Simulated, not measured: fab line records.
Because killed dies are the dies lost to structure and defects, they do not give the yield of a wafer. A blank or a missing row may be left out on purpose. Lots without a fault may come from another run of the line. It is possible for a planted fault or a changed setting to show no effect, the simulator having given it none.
fab line records	flow sky130	part 1 of 2: steps 1 to 32 of 45
record: lots: 5	wafers: 15	last-day: 50
route steps=708 shown SD_P@329 RES_XHIGH@332 SD_N@342 SALICIDE@361 LI_CONTACT@362
lots that met no fault: taken from a fault-free run of the same line
start-h: start of the lot's first displayed wafer, in hours after the record's first day	wait-h: hours from the lot's prior step to this one	" identical to the entry in the row above	L1.1+2: one row covering several wafers at once	- either no value or no given start	* or withheld: withheld	< > ~ a bound
route shown NAME@n: a module of which the file shows steps, and the number in the route of the first	usual: mean and standard deviation over wafers with no fault	same: alike in all rows	chamber/n: place in a boat	sites: each site's reading	_std_site: the standard deviation of these	_edge_site: outer sites' mean less inner sites'	radius-mm: how far each site lies from the wafer's centre	mask NAME#n: copy n	behind: tool/chamber where the wafer was last shaped	hold: reason for holding the lot/hours on hold/outcome of the hold	device: the n, p or np transistor that did not switch	end of line: the route-end tests of the same wafers	step lacking rows: just its recipe	killed: not the wafer's yield, but the dies lost to structure and defects at the first sort	map: a wafer's dies, marking killed ones x, the rest . and places with no die _
set.NAME: the setting the step ran with; set.NAME@STEP: the setting that earlier step ran with	model.NAME: the simulator's own value behind a step, which no gauge read
certain route steps with their lots: each step a table, each wafer a row
services: when a tool's chamber went out of use (start-h, in hours from the record's first day, below 0 if earlier), for how many hours, and the reason
== steps ==
step: SKY_SD_P_IMPLANT_09
recipe: species: BF2	energy-kev: 20	dose-cm2: 3e+15	tilt-deg: 0
lot.wafer	tool	chamber	start-h	wait-h
L075.3+4+5	implanter-02	0	580.90	0.1
L074.2+4+6	implanter-04	0	583.54	0.0
L082.1+4+6	implanter-04	0	649.36	0.0
L087.1+4+6	implanter-04	0	695.32	0.0
L096.1+2+4	implanter-01	0	782.45	0.0
step: SKY_SD_P_STRIP_10
recipe: chemistry: O2/N2	power-w: 1400	pressure-mtorr: 1500	platen-temp-c: withheld	o2-flow-sccm: 3000	n2-flow-sccm: 300	overash-fraction: 0.5
usual: chamber-pressure-mTorr: 1499.9/1.3	drypump-motor-current-A: 5.88/0.22	oes-product-au: 0.617/0.0046	strip-time-to-endpoint-s: 17.51/0.038
lot.wafer	tool	chamber	start-h	wait-h	chamber-pressure-mTorr	drypump-motor-current-A	oes-product-au	rf-hours-counter-h	strip-time-to-endpoint-s
L075.3	plasma-asher-03	1	581.04	0.1	1502.8	6.26	0.610	-	17.51
L075.4	"	0	"	"	1499.0	5.60	0.611	-	17.49
L075.5	"	0	"	"	1499.7	5.61	0.622	-	17.44
L074.2	plasma-asher-02	1	583.67	0.1	1500.6	5.89	0.613	90	17.46
L074.4	"	0	"	"	1500.2	5.69	0.621	-	17.46
L074.6	"	1	"	"	1499.3	5.89	0.618	-	17.45
L082.1	plasma-asher-04	0	649.51	0.1	1498.3	5.91	0.624	52	17.51
L082.4	"	0	"	"	1499.8	5.91	0.621	-	17.48
L082.6	"	1	"	"	1500.6	5.92	0.613	-	17.56
L087.1	plasma-asher-04	0	695.47	0.1	1499.2	5.92	0.620	57	17.53
L087.4	"	1	"	"	1497.7	5.92	0.615	-	17.58
L087.6	"	1	"	"	1501.3	5.91	0.615	-	17.54
L096.1	plasma-asher-02	0	782.60	0.1	1501.4	5.68	0.612	4	17.45
L096.2	"	1	"	"	1500.0	5.90	0.616	4	17.49
L096.4	"	0	"	"	1498.3	5.68	0.615	-	17.52
step: SKY_SD_P_TW_MEAS_11
usual: SD_P_TW: 2844/16
lot.wafer	tool	chamber	start-h	wait-h	SD_P_TW
L075.3	film-metro-03	-	581.12	0.1	2855
L075.4	"	-	"	"	2852
L075.5	"	-	"	"	2849
L074.2	film-metro-02	-	583.78	0.1	2854
L074.4	"	-	"	"	2840
L074.6	"	-	"	"	2850
L082.1	film-metro-01	-	649.61	0.1	2824
L082.4	"	-	"	"	2835
L082.6	"	-	"	"	2839
L087.1	film-metro-03	-	695.57	0.1	2874
L087.4	"	-	"	"	2874
L087.6	"	-	"	"	2887
L096.1	film-metro-02	-	782.70	0.1	2832
L096.2	"	-	"	"	2842
L096.4	"	-	"	"	2844
step: SKY_RES_XHIGH_DEHYDRATE_00
recipe: temp-c: 200	time-s: 60
lot.wafer	tool	chamber	start-h	wait-h
L075.3+4+5	litho-track-04	0	594.16	13.0
L074.2+4+6	litho-track-02	0	597.17	13.4
L082.1+4+6	litho-track-01	0	662.70	13.1
L087.1+4+6	litho-track-02	0	708.44	12.9
L096.1+2+4	litho-track-01	0	794.90	12.2
step: SKY_RES_XHIGH_HMDS_01
recipe: prime-time-s: 60	prime-temp-c: 120
lot.wafer	tool	chamber	start-h	wait-h
L075.3+4+5	litho-track-04	0	594.31	0.1
L074.2+4+6	litho-track-02	0	597.32	0.1
L082.1+4+6	litho-track-01	0	662.85	0.1
L087.1+4+6	litho-track-02	0	708.59	0.1
L096.1+2+4	litho-track-01	0	795.05	0.1
step: SKY_RES_XHIGH_COAT_02
recipe: resist: NOVOLAK	spin-rpm: 3000	resist-thk-nm: 1140
lot.wafer	tool	chamber	start-h	wait-h
L075.3+4+5	litho-track-04	0	594.46	0.1
L074.2+4+6	litho-track-02	0	597.47	0.1
L082.1+4+6	litho-track-01	0	663.00	0.1
L087.1+4+6	litho-track-02	0	708.74	0.1
L096.1+2+4	litho-track-01	0	795.20	0.1
step: SKY_RES_XHIGH_SOFTBAKE_03
recipe: temp-c: 90	time-s: 60	resist: NOVOLAK
lot.wafer	tool	chamber	start-h	wait-h
L075.3+4+5	litho-track-04	0	594.61	0.1
L074.2+4+6	litho-track-02	0	597.62	0.1
L082.1+4+6	litho-track-01	0	663.15	0.1
L087.1+4+6	litho-track-02	0	708.89	0.1
L096.1+2+4	litho-track-01	0	795.35	0.1
step: SKY_RES_XHIGH_EXPOSE_04
recipe: mask-id: URPM	na: 0.6	source-shape: conventional	sigma-outer: 0.6	polarization: unpolarized	target-cd-nm: 1270	dose-mj: 140
usual: reticle-temp-C: 22.98/0.099
lot.wafer	tool	chamber	start-h	wait-h	mask	reticle-temp-C
L075.3	iline-stepper-01	0	-	-	URPM#0	23.10
L075.4	"	0	"	"	URPM#0	23.09
L075.5	"	0	"	"	URPM#0	23.03
L074.2	iline-stepper-01	0	-	-	URPM#0	23.08
L074.4	"	0	"	"	URPM#0	22.99
L074.6	"	0	"	"	URPM#0	22.99
L082.1	iline-stepper-01	0	-	-	URPM#0	23.06
L082.4	"	0	"	"	URPM#0	22.92
L082.6	"	0	"	"	URPM#0	22.79
L087.1	iline-stepper-02	0	-	-	URPM#0	22.99
L087.4	"	0	"	"	URPM#0	23.14
L087.6	"	0	"	"	URPM#0	23.04
L096.1	iline-stepper-02	0	-	-	URPM#0	22.94
L096.2	"	0	"	"	URPM#0	22.99
L096.4	"	0	"	"	URPM#0	23.10
step: SKY_RES_XHIGH_PEB_05
recipe: temp-c: withheld	time-s: *	resist: NOVOLAK
lot.wafer	tool	chamber	start-h	wait-h
L075.3+4+5	litho-track-02	0	-	-
L074.2+4+6	litho-track-02	0	-	-
L082.1+4+6	litho-track-01	0	-	-
L087.1+4+6	litho-track-02	0	-	-
L096.1+2+4	litho-track-04	0	-	-
step: SKY_RES_XHIGH_DEVELOP_06
recipe: resist: NOVOLAK	developer: TMAH	develop-time-s: 60	dev-temp-c: 23
lot.wafer	tool	chamber	start-h	wait-h
L075.3+4+5	litho-track-02	0	609.74	0.1
L074.2+4+6	litho-track-02	0	612.67	0.1
L082.1+4+6	litho-track-01	0	677.65	0.1
L087.1+4+6	litho-track-02	0	722.59	0.1
L096.1+2+4	litho-track-04	0	808.86	0.1
step: SKY_RES_XHIGH_IMPLANT_07
recipe: species: BF2	energy-kev: 20	dose-cm2: 3.6e+14	tilt-deg: 0
lot.wafer	tool	chamber	start-h	wait-h
L075.3+4+5	implanter-02	0	609.89	0.1
L074.2+4+6	implanter-04	0	612.82	0.1
L082.1+4+6	implanter-02	0	677.80	0.1
L087.1+4+6	implanter-03	0	722.74	0.1
L096.1+2+4	implanter-02	0	809.01	0.1
step: SKY_RES_XHIGH_STRIP_08
recipe: chemistry: O2/N2	power-w: 1400	pressure-mtorr: 1500	platen-temp-c: withheld	o2-flow-sccm: 3000	n2-flow-sccm: 300	overash-fraction: 0.5
usual: chamber-pressure-mTorr: 1499.9/1.5	drypump-motor-current-A: 5.87/0.24	oes-product-au: 0.711/0.0043	strip-time-to-endpoint-s: 14.26/0.039
lot.wafer	tool	chamber	start-h	wait-h	chamber-pressure-mTorr	drypump-motor-current-A	oes-product-au	rf-hours-counter-h	strip-time-to-endpoint-s
L075.3	plasma-asher-03	0	610.03	0.1	1499.2	5.62	0.710	-	14.24
L075.4	"	1	"	"	1503.1	6.25	0.712	-	14.19
L075.5	"	0	"	"	1500.3	5.63	0.722	-	14.24
L074.2	plasma-asher-03	1	612.94	0.1	1501.4	6.25	0.713	83	14.29
L074.4	"	0	"	"	1502.8	5.61	0.713	-	14.30
L074.6	"	1	"	"	1501.1	6.26	0.717	-	14.25
L082.1	plasma-asher-04	1	677.95	0.1	1500.2	5.93	0.710	55	14.30
L082.4	"	1	"	"	1499.4	5.95	0.711	-	14.30
L082.6	"	1	"	"	1501.2	5.92	0.708	-	14.28
L087.1	plasma-asher-01	1	722.89	0.1	1498.3	5.75	0.714	26	14.35
L087.4	"	0	"	"	1497.3	5.63	0.714	-	14.29
L087.6	"	1	"	"	1501.5	5.74	0.709	-	14.34
L096.1	plasma-asher-03	0	809.16	0.1	1499.6	5.60	0.705	103	14.22
L096.2	"	1	"	"	1500.4	6.25	0.715	103	14.23
L096.4	"	1	"	"	1499.9	6.26	0.708	-	14.20
step: SKY_RES_XHIGH_TW_MEAS_09
usual: RES_XHIGH_TW: 1648/8.4
lot.wafer	tool	chamber	start-h	wait-h	RES_XHIGH_TW
L075.3	film-metro-02	-	610.11	0.1	1646
L075.4	"	-	"	"	1650
L075.5	"	-	"	"	1653
L074.2	film-metro-03	-	613.05	0.1	1663
L074.4	"	-	"	"	1651
L074.6	"	-	"	"	1652
L082.1	film-metro-01	-	678.05	0.1	1654
L082.4	"	-	"	"	1658
L082.6	"	-	"	"	1653
L087.1	film-metro-02	-	722.99	0.1	1632
L087.4	"	-	"	"	1636
L087.6	"	-	"	"	1634
L096.1	film-metro-02	-	809.26	0.1	1646
L096.2	"	-	"	"	1641
L096.4	"	-	"	"	1644
step: SKY_SD_N_DEHYDRATE_00
recipe: temp-c: 200	time-s: 60
lot.wafer	tool	chamber	start-h	wait-h
L075.3+4+5	litho-track-02	0	622.79	12.7
L074.2+4+6	litho-track-03	0	625.95	12.9
L082.1+4+6	litho-track-02	0	690.69	12.6
L087.1+4+6	litho-track-03	0	736.17	13.2
L096.1+2+4	litho-track-02	0	822.04	12.8
step: SKY_SD_N_HMDS_01
recipe: prime-time-s: 60	prime-temp-c: 120
lot.wafer	tool	chamber	start-h	wait-h
L075.3+4+5	litho-track-02	0	622.94	0.1
L074.2+4+6	litho-track-03	0	626.10	0.1
L082.1+4+6	litho-track-02	0	690.84	0.1
L087.1+4+6	litho-track-03	0	736.32	0.1
L096.1+2+4	litho-track-02	0	822.19	0.1
step: SKY_SD_N_COAT_02
recipe: resist: NOVOLAK	spin-rpm: 3000	resist-thk-nm: 1140
lot.wafer	tool	chamber	start-h	wait-h
L075.3+4+5	litho-track-02	0	623.09	0.1
L074.2+4+6	litho-track-03	0	626.25	0.1
L082.1+4+6	litho-track-02	0	690.99	0.1
L087.1+4+6	litho-track-03	0	736.47	0.1
L096.1+2+4	litho-track-02	0	822.34	0.1
step: SKY_SD_N_SOFTBAKE_03
recipe: temp-c: 90	time-s: 60	resist: NOVOLAK
lot.wafer	tool	chamber	start-h	wait-h
L075.3+4+5	litho-track-02	0	623.24	0.1
L074.2+4+6	litho-track-03	0	626.40	0.1
L082.1+4+6	litho-track-02	0	691.14	0.1
L087.1+4+6	litho-track-03	0	736.62	0.1
L096.1+2+4	litho-track-02	0	822.49	0.1
step: SKY_SD_N_EXPOSE_04
recipe: mask-id: NSDM	na: 0.6	source-shape: conventional	sigma-outer: 0.6	polarization: unpolarized	target-cd-nm: 380	dose-mj: 141
usual: reticle-temp-C: 22.99/0.11
lot.wafer	tool	chamber	start-h	wait-h	mask	reticle-temp-C
L075.3	iline-stepper-02	0	-	-	NSDM#0	22.98
L075.4	"	0	"	"	NSDM#0	22.97
L075.5	"	0	"	"	NSDM#0	23.05
L074.2	iline-stepper-01	0	-	-	NSDM#0	22.97
L074.4	"	0	"	"	NSDM#0	22.94
L074.6	"	0	"	"	NSDM#0	22.92
L082.1	iline-stepper-01	0	-	-	NSDM#0	22.91
L082.4	"	0	"	"	NSDM#0	22.83
L082.6	"	0	"	"	NSDM#0	22.99
L087.1	iline-stepper-01	0	-	-	NSDM#0	23.04
L087.4	"	0	"	"	NSDM#0	22.88
L087.6	"	0	"	"	NSDM#0	22.93
L096.1	iline-stepper-02	0	-	-	NSDM#0	23.00
L096.2	"	0	"	"	NSDM#0	23.08
L096.4	"	0	"	"	NSDM#0	22.97
step: SKY_SD_N_PEB_05
recipe: temp-c: withheld	time-s: *	resist: NOVOLAK
lot.wafer	tool	chamber	start-h	wait-h
L075.3+4+5	litho-track-03	0	-	-
L074.2+4+6	litho-track-02	0	-	-
L082.1+4+6	litho-track-02	0	-	-
L087.1+4+6	litho-track-04	0	-	-
L096.1+2+4	litho-track-03	0	-	-
step: SKY_SD_N_DEVELOP_06
recipe: resist: NOVOLAK	developer: TMAH	develop-time-s: 60	dev-temp-c: 23
lot.wafer	tool	chamber	start-h	wait-h
L075.3+4+5	litho-track-03	0	637.67	0.1
L074.2+4+6	litho-track-02	0	641.52	0.1
L082.1+4+6	litho-track-02	0	704.44	0.1
L087.1+4+6	litho-track-04	0	749.51	0.1
L096.1+2+4	litho-track-03	0	834.82	0.1
step: SKY_SD_N_CD_MEAS_07
recipe: target-cd-nm: 380
usual: cd-nm: 379.7/2.5
lot.wafer	tool	chamber	start-h	wait-h	cd-nm
L075.3	cd-sem-01	-	645.53	7.8	380.2
L075.4	"	-	"	"	379.4
L075.5	"	-	"	"	381.6
L074.2	cd-sem-01	-	646.83	5.3	375.2
L074.4	"	-	"	"	375.2
L074.6	"	-	"	"	376.1
L082.1	cd-sem-02	-	704.59	0.1	377.4
L082.4	"	-	"	"	375.7
L082.6	"	-	"	"	378.0
L087.1	cd-sem-02	-	749.66	0.1	376.6
L087.4	"	-	"	"	376.8
L087.6	"	-	"	"	375.6
L096.1	cd-sem-02	-	834.97	0.1	377.8
L096.2	"	-	"	"	377.0
L096.4	"	-	"	"	378.6
step: SKY_SD_N_OVL_MEAS_08
usual: SD_N_OVL: 0.6/1.6
lot.wafer	tool	chamber	start-h	wait-h	SD_N_OVL[nm]
L075.3	overlay-02	-	645.62	0.1	-1.9
L075.4	"	-	"	"	-2.0
L075.5	"	-	"	"	-1.3
L074.2	overlay-02	-	646.93	0.1	0.7
L074.4	"	-	"	"	1.7
L074.6	"	-	"	"	1.7
L082.1	overlay-02	-	704.71	0.1	-3.0
L082.4	"	-	"	"	-2.0
L082.6	"	-	"	"	-0.6
L087.1	overlay-02	-	749.78	0.1	-0.1
L087.4	"	-	"	"	-2.1
L087.6	"	-	"	"	-3.0
L096.1	overlay-01	-	835.09	0.1	0.4
L096.2	"	-	"	"	0.1
L096.4	"	-	"	"	-0.6
step: SKY_SD_N_IMPLANT_09
recipe: species: As	energy-kev: 50	dose-cm2: 4e+15	tilt-deg: 0
lot.wafer	tool	chamber	start-h	wait-h
L075.3+4+5	implanter-02	0	645.69	0.1
L074.2+4+6	implanter-02	0	646.99	0.0
L082.1+4+6	implanter-03	0	704.75	0.0
L087.1+4+6	implanter-02	0	749.82	0.0
L096.1+2+4	implanter-03	0	835.13	0.0
step: SKY_SD_N_IMPLANT_10
recipe: species: P	energy-kev: 20	dose-cm2: 1e+14	tilt-deg: 0
lot.wafer	tool	chamber	start-h	wait-h
L075.3+4+5	implanter-02	0	645.84	0.1
L074.2+4+6	implanter-02	0	647.14	0.1
L082.1+4+6	implanter-03	0	704.90	0.1
L087.1+4+6	implanter-02	0	749.97	0.1
L096.1+2+4	implanter-03	0	835.28	0.1
step: SKY_SD_N_STRIP_11
recipe: chemistry: O2/N2	power-w: 1400	pressure-mtorr: 1500	platen-temp-c: withheld	o2-flow-sccm: 3000	n2-flow-sccm: 300	overash-fraction: 0.5
usual: chamber-pressure-mTorr: 1500.0/1.4	drypump-motor-current-A: 5.82/0.23	oes-product-au: 0.527/0.004	strip-time-to-endpoint-s: 22.56/0.047
lot.wafer	tool	chamber	start-h	wait-h	chamber-pressure-mTorr	drypump-motor-current-A	oes-product-au	rf-hours-counter-h	strip-time-to-endpoint-s
L075.3	plasma-asher-03	1	645.98	0.1	1500.2	6.24	0.527	-	22.55
L075.4	"	0	"	"	1500.8	5.61	0.529	-	22.50
L075.5	"	1	"	"	1501.1	6.26	0.528	-	22.48
L074.2	plasma-asher-01	1	647.26	0.1	1497.7	5.74	0.524	18	22.62
L074.4	"	0	"	"	1499.0	5.64	0.525	-	22.65
L074.6	"	0	"	"	1500.7	5.63	0.529	-	22.58
L082.1	plasma-asher-02	1	705.05	0.1	1498.2	5.91	0.526	103	22.57
L082.4	"	0	"	"	1501.2	5.68	0.516	-	22.57
L082.6	"	0	"	"	1499.2	5.68	0.529	-	22.59
L087.1	plasma-asher-02	0	750.12	0.1	1501.0	5.69	0.529	1	22.53
L087.4	"	1	"	"	1500.8	5.87	0.529	-	22.52
L087.6	"	0	"	"	1503.4	5.68	0.529	-	22.56
L096.1	plasma-asher-03	1	835.43	0.1	1502.0	6.29	0.526	106	22.62
L096.2	"	0	"	"	1502.7	5.64	0.532	106	22.63
L096.4	"	0	"	"	1500.0	5.62	0.531	-	22.66
step: SKY_SD_N_TW_MEAS_12
usual: SD_N_TW: 4001/25
lot.wafer	tool	chamber	start-h	wait-h	SD_N_TW
L075.3	film-metro-03	-	646.06	0.1	3993
L075.4	"	-	"	"	3993
L075.5	"	-	"	"	4022
L074.2	film-metro-02	-	647.37	0.1	3967
L074.4	"	-	"	"	3991
L074.6	"	-	"	"	3972
L082.1	film-metro-02	-	705.15	0.1	3974
L082.4	"	-	"	"	3963
L082.6	"	-	"	"	3995
L087.1	film-metro-01	-	750.22	0.1	3996
L087.4	"	-	"	"	3986
L087.6	"	-	"	"	4014
L096.1	film-metro-01	-	835.53	0.1	3977
L096.2	"	-	"	"	3998
L096.4	"	-	"	"	3990
step: SKY_SD_N_CLEAN_13
recipe: chemistry: SC1/SC2	mix: 1:4:20	temp-c: 70	time-s: 150	dry: n2-spin
lot.wafer	tool	chamber	start-h	wait-h
L075.3+4+5	wet-bench-02	0	646.10	0.0
L074.2+4+6	wet-bench-01	2	647.45	0.1
L082.1+4+6	wet-bench-01	3	705.21	0.1
L087.1+4+6	wet-bench-03	3	750.28	0.1
L096.1+2+4	wet-bench-03	0	835.59	0.1
step: SKY_SD_N_RTA_14
recipe: temp-c: 1075	time-s: 2	idle-temp-c: 650	ramp-up-c-per-s: 150	ramp-down-c-per-s: 90	ambient: N2
usual: chamber-o2-ppm: 2.000/0.022	lamp-power-pct: 15.73/0.048	wafer_temp_C_max: 1078.2/1.3
lot.wafer	tool	chamber	start-h	wait-h	chamber-o2-ppm	lamp-power-pct	wafer_temp_C_max
L075.3	rtp-anneal-02	0	646.18	0.0	1.997	15.71	1077.9
L075.4	"	0	"	"	2.012	15.65	1077.3
L075.5	"	0	"	"	1.969	15.68	1077.6
L074.2	rtp-anneal-01	0	647.51	0.0	2.011	15.70	1079.4
L074.4	"	0	"	"	2.012	15.68	1079.3
L074.6	"	0	"	"	2.024	15.77	1078.8
L082.1	rtp-anneal-02	0	705.26	0.0	1.927	15.80	1078.2
L082.4	"	0	"	"	2.000	15.69	1077.9
L082.6	"	0	"	"	2.012	15.76	1077.9
L087.1	rtp-anneal-01	0	750.33	0.0	1.985	15.80	1076.5
L087.4	"	0	"	"	1.984	15.77	1078.7
L087.6	"	0	"	"	2.022	15.75	1077.2
L096.1	rtp-anneal-01	0	835.70	0.0	2.003	15.77	1079.8
L096.2	"	0	"	"	1.994	15.72	1077.4
L096.4	"	0	"	"	2.010	15.74	1076.7
step: SKY_SD_N_RS_MEAS_16
recipe: thk-meas-gauge: four-point-probe
usual: SD_N_RS: 68.50/0.11
lot.wafer	tool	chamber	start-h	wait-h	SD_N_RS[ohm/sq]
L075.3	film-metro-01	-	646.37	0.1	68.67
L075.4	"	-	"	"	68.59
L075.5	"	-	"	"	68.62
L074.2	film-metro-02	-	647.69	0.1	68.26
L074.4	"	-	"	"	68.49
L074.6	"	-	"	"	68.53
L082.1	film-metro-01	-	705.43	0.1	68.51
L082.4	"	-	"	"	68.57
L082.6	"	-	"	"	68.36
L087.1	film-metro-02	-	750.50	0.1	68.42
L087.4	"	-	"	"	68.52
L087.6	"	-	"	"	68.49
L096.1	film-metro-03	-	835.87	0.1	68.61
L096.2	"	-	"	"	68.56
L096.4	"	-	"	"	68.59
step: SKY_SD_N_RS_MEAS_17
recipe: thk-meas-gauge: four-point-probe
usual: SD_P_RS: 147.0/0.37
lot.wafer	tool	chamber	start-h	wait-h	SD_P_RS[ohm/sq]
L075.3	film-metro-01	-	646.49	0.1	147.0
L075.4	"	-	"	"	147.1
L075.5	"	-	"	"	146.9
L074.2	film-metro-02	-	647.81	0.1	146.7
L074.4	"	-	"	"	147.3
L074.6	"	-	"	"	146.8
L082.1	film-metro-01	-	705.55	0.1	146.7
L082.4	"	-	"	"	147.2
L082.6	"	-	"	"	147.0
L087.1	film-metro-02	-	750.62	0.1	146.6
L087.4	"	-	"	"	147.2
L087.6	"	-	"	"	147.2
L096.1	film-metro-03	-	835.99	0.1	147.1
L096.2	"	-	"	"	147.3
L096.4	"	-	"	"	147.2
step: SKY_SD_N_RS_MEAS_18
recipe: thk-meas-gauge: four-point-probe
usual: RES_XHIGH_RS: 333.1/0.99
lot.wafer	tool	chamber	start-h	wait-h	RES_XHIGH_RS[ohm/sq]
L075.3	film-metro-01	-	646.61	0.1	333.4
L075.4	"	-	"	"	333.6
L075.5	"	-	"	"	332.9
L074.2	film-metro-02	-	647.93	0.1	332.7
L074.4	"	-	"	"	333.0
L074.6	"	-	"	"	333.2
L082.1	film-metro-01	-	705.67	0.1	333.7
L082.4	"	-	"	"	333.6
L082.6	"	-	"	"	334.2
L087.1	film-metro-02	-	750.74	0.1	334.1
L087.4	"	-	"	"	333.4
L087.6	"	-	"	"	332.7
L096.1	film-metro-03	-	836.11	0.1	333.8
L096.2	"	-	"	"	335.4
L096.4	"	-	"	"	333.2
step: SKY_SALICIDE_CLEAN_00
recipe: chemistry: HF-last	time-s: 30	dilution: 100:1	dry: ipa-marangoni
lot.wafer	tool	chamber	start-h	wait-h
L075.3+4+5	wet-bench-04	1	646.71	0.1
L074.2+4+6	wet-bench-01	3	648.05	0.1
L082.1+4+6	wet-bench-03	3	705.79	0.1
L087.1+4+6	wet-bench-04	3	750.86	0.1
L096.1+2+4	wet-bench-04	3	836.23	0.1
